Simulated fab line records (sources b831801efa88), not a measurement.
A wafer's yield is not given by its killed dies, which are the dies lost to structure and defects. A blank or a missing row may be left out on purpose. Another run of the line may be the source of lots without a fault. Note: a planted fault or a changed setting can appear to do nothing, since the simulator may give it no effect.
8D (eight disciplines) problem report, filled in by code :: flow gf180mcu :: the parts of the form that need people (team, actions taken, sign-off) are left out

1. WHAT WENT WRONG
Mean V2_W_RS at GF_V2_RS_MEAS_24: 0.288 ohm/sq over 6 wafers in 2 lots; fault-free wafers: 0.325 ohm/sq, standard deviation 0.006. Relative to the usual mean, that is a shift of -6.1 standard deviations.
The step: measures by four-point-probe.
Seen first at day 26 02:58 on film-metro-01, wafer L412.1. The record has a number at this step for 42 wafers belonging to 14 lots. The rule behind "out" and "out of limits": a value lying over 4 standard deviations away from the usual mean. The other wafers with a number count as sound.

2. WHAT IT IS AND WHAT IT IS NOT
question: which readings at this step
is: V2_W_RS
is not: -

question: which lots
is: L412, L414
is not: L395, L398, L399, L401, L404, L405, L407, L411, L413, L415, L416, L418

question: which wafers of those lots
is: all that have a number
is not: -

question: read on which gauges
is: film-metro-01, film-metro-04
is not: film-metro-02

question: when
is: from day 26 02:58
is not: up to then (24 sound wafers); but 12 sound wafers of L413, L415, L416, L418 came after

3. WHAT RULES OUT EACH SUSPECT
Counting: a tool at any process step up to the reading remains a suspect when it ran all the lots that are out and ran no sound lot after the first of those.
- the gauge at GF_V2_RS_MEAS_24: ruled out. The wafers that are out were read on 2 gauges (film-metro-01, film-metro-04).
- cvd-w-01 at GF_V2_CVD_23 (deposits W, target thk 350 nm, time 104.94 s): kept. All lots that are out passed through it, beginning with L412 at day 26 02:51, and no sound lot followed; its final sound lot before that point was L407 at day 24 15:25. Its own readings are out on those wafers: chamber-pressure-Torr.
Remaining after the count: cvd-w-01 at GF_V2_CVD_23.

4. THE CAUSE (what the simulator had put in)
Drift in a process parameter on cvd-w-01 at GF_V2_CVD_23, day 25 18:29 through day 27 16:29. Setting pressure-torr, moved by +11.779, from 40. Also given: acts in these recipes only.
After counting, this tool was the only one left.

5. THE EFFECT CHAIN, in route order
Each row: a reading where the mean over the struck wafers with a number is more than 3 standard deviations away from the usual. Readings are gone through only where the record gives a usual standard deviation; hours: the median, over the lots, of the time from a lot's start at the first step in this table giving one to that lot's start at this step; sigmas: the change measured in usual standard deviations.
hours: 0
step: GF_V2_CVD_23
reading: chamber-pressure-Torr
usual: 40.00 Torr
on struck wafers: 51.70
change: +11.70
sigmas: +99 or more

hours: 0
step: GF_V2_RS_MEAS_24
reading: V2_W_RS
usual: 0.325 ohm/sq
on struck wafers: 0.288
change: -0.037
sigmas: -6.1

hours: 0
step: GF_V2_THK_MEAS_25
reading: V2_W_THK
usual: 348 nm
on struck wafers: 394
change: +46
sigmas: +5.9
Its process steps:
- GF_V2_CVD_23: deposits W, target thk 350 nm, time 104.94 s.

6. HOW IT WOULD HAVE BEEN CAUGHT EARLIER
Counted from the fault's start at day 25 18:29, it took 8 hours until the first out-of-limits reading at a measuring or inspecting step in this record, taken at day 26 02:58.
The tool's own readings at GF_V2_CVD_23 were out on every struck wafer that the step has a row for (chamber-pressure-Torr): an alarm limit on them would have fired on the first of those.
Lots out: 2; of these, L414 started GF_V2_CVD_23 on cvd-w-01 after day 26 02:58. A tool hold placed at that time would have kept it from harm.
